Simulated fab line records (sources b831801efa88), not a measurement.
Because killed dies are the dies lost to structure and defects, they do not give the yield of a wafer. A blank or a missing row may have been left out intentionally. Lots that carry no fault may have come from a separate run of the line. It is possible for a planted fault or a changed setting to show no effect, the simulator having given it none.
Matching of chambers | flow sfq-line | cmp-02 running SFQ_TRILAYER_I0_CMP_CMP_028: 4 sister chambers
The step polishes SiO2. 8 wafers are shown with their chamber, then 8 later ones without.

WAFERS PAIRED WITH THEIR CHAMBERS
wafer  | chamber | motor-current-A (A) | time-to-endpoint-s (s)
L434.5 | 3       | 9.3                 | 231
L435.1 | 2       | 11.9                | 224
L435.2 | 3       | 8.9                 | 221
L435.4 | 0       | 10.2                | 228
L436.1 | 0       | 10.0                | 209
L436.3 | 2       | 12.4                | 215
L436.4 | 1       | 9.9                 | 209
L438.3 | 1       | 9.8                 | 219

WAFERS WITHOUT THEIR CHAMBER
wafer  | motor-current-A (A) | time-to-endpoint-s (s)
L438.1 | 9.1                 | 213
L438.6 | 10.1                | 228
L441.2 | 8.7                 | 206
L441.3 | 9.7                 | 210
L441.5 | 9.1                 | 209
L442.2 | 11.3                | 211
L442.3 | 9.6                 | 217
L442.6 | 10.1                | 222

WHICH CHAMBER EACH WENT THROUGH
wafer  | from the rows above          | in truth
L438.1 | can't be placed: 3 or 1      | 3
L438.6 | can't be placed: 0 or 1      | 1
L441.2 | 3                            | 3
L441.3 | can't be placed: 1 or 0      | 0
L441.5 | can't be placed: 3 or 1      | 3
L442.2 | can't be placed: 2 or 0      | 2
L442.3 | can't be placed: 1 or 0 or 3 | 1
L442.6 | can't be placed: 0 or 1      | 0
Correct placement for 1 of the 8. These rows do not allow placing 7 (true chamber among the candidates in 7). Number placed wrongly: 0.
How it was worked out, from the rows above alone: a wafer's distance from a chamber is the root of the sum, over the readings, of the square of ((its reading less the chamber's mean) divided by the reading's scatter). The wafer belongs to the nearest chamber; if the next one is less than 2 further off, it can't be placed. For every chamber, the mean is computed from those of its wafers that are shown. The scatter: the root of (the sum of the squares of (reading less its chamber's mean) over the shown wafers, divided by (wafers less chambers)).
